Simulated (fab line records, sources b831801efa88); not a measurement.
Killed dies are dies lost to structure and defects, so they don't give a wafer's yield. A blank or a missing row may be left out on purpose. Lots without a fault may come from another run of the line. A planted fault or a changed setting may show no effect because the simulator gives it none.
Problem report in the 8D (eight disciplines) form, filled by code | flow sfq_line | the parts of the form that need people (team, actions taken, sign-off) are left out

1. THE PROBLEM
oes_product_au at SFQ_TRILAYER_M3_BARC_OPEN_METAL_ETCH_100 reads a mean of 0.759 a.u. on 6 wafers of 2 lots; wafers without a fault read 0.685 a.u. with a standard deviation of 0.0046. That is +16 standard deviations from the usual mean.
The step: etches BARC in O2, target depth 125 nm, time 41.7 s.
First seen on wafer L334.1, day 30 07:28, on rie_metal-01. The record holds 18 wafers of 6 lots with a number at this step. Rule for "out", or "out of limits": more than 4 standard deviations from the usual mean. The other wafers with a number count as sound.

2. WHAT IT IS AND WHAT IT IS NOT
question                    | is                     | is not
which readings at this step | oes_product_au         | drypump_motor_current_A
which lots                  | L334, L335             | L328, L329, L347, L348
which wafers of those lots  | all that have a number | -
read on which tools         | rie_metal-01           | rie_metal-02
when                        | from day 30 07:28      | up to then (6 sound wafers); but 6 sound wafers of L347, L348 came after

3. SUSPECTS, AND WHAT RULES EACH OUT
Counting: a tool at a process step up to the reading stays a suspect if it ran every lot that is out and no sound lot after the first of them.
- pvd_sputter-05 at SFQ_TRILAYER_M3_DEP_SPUTTER_073 (material Nb, target thk 200 nm, time 133.3 s): ruled out as a lasting fault. Sound lots L348 ran on it after its first lot that is out, L334 (day 24 11:35).
- rie_metal-01 at SFQ_TRILAYER_M3_BARC_OPEN_METAL_ETCH_100 (etches BARC in O2, target depth 125 nm, time 41.7 s): ruled out as a lasting fault. Sound lots L347, L348 ran on it after its first lot that is out, L334 (day 30 07:28).
Left after counting: nothing in the record.

4. THE CAUSE (what the simulator had put in)
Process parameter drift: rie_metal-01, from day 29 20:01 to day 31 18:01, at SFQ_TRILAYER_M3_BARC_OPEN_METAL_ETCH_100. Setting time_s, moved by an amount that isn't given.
Counting ruled it out, wrongly.

5. THE CHAIN OF EFFECTS, in route order
Each row: a reading whose mean over the struck wafers that have a number lies more than 3 standard deviations from the usual. Only readings for which the record gives a usual standard deviation are gone through. hours: the time from each lot's start at the first step in this table that gives one to its start at this step, as a median over the lots. sigmas: the change in usual standard deviations.
hours | step                                     | reading        | usual      | on struck wafers | change | sigmas
0     | SFQ_TRILAYER_M3_BARC_OPEN_METAL_ETCH_100 | oes_product_au | 0.685 a.u. | 0.759            | +0.074 | +16
0     | SFQ_TRILAYER_M3_BARC_OPEN_METAL_ETCH_100 | run_length_s   | 70.0 s     | 66.0             | -4.0   | -4.6
The process steps in it:
- SFQ_TRILAYER_M3_BARC_OPEN_METAL_ETCH_100: etches BARC in O2, target depth 125 nm, time 41.7 s.

6. WHAT WOULD HAVE CAUGHT IT SOONER
In this record the first reading out of limits was taken at day 30 07:28, 11 hours after the fault began at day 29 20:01.
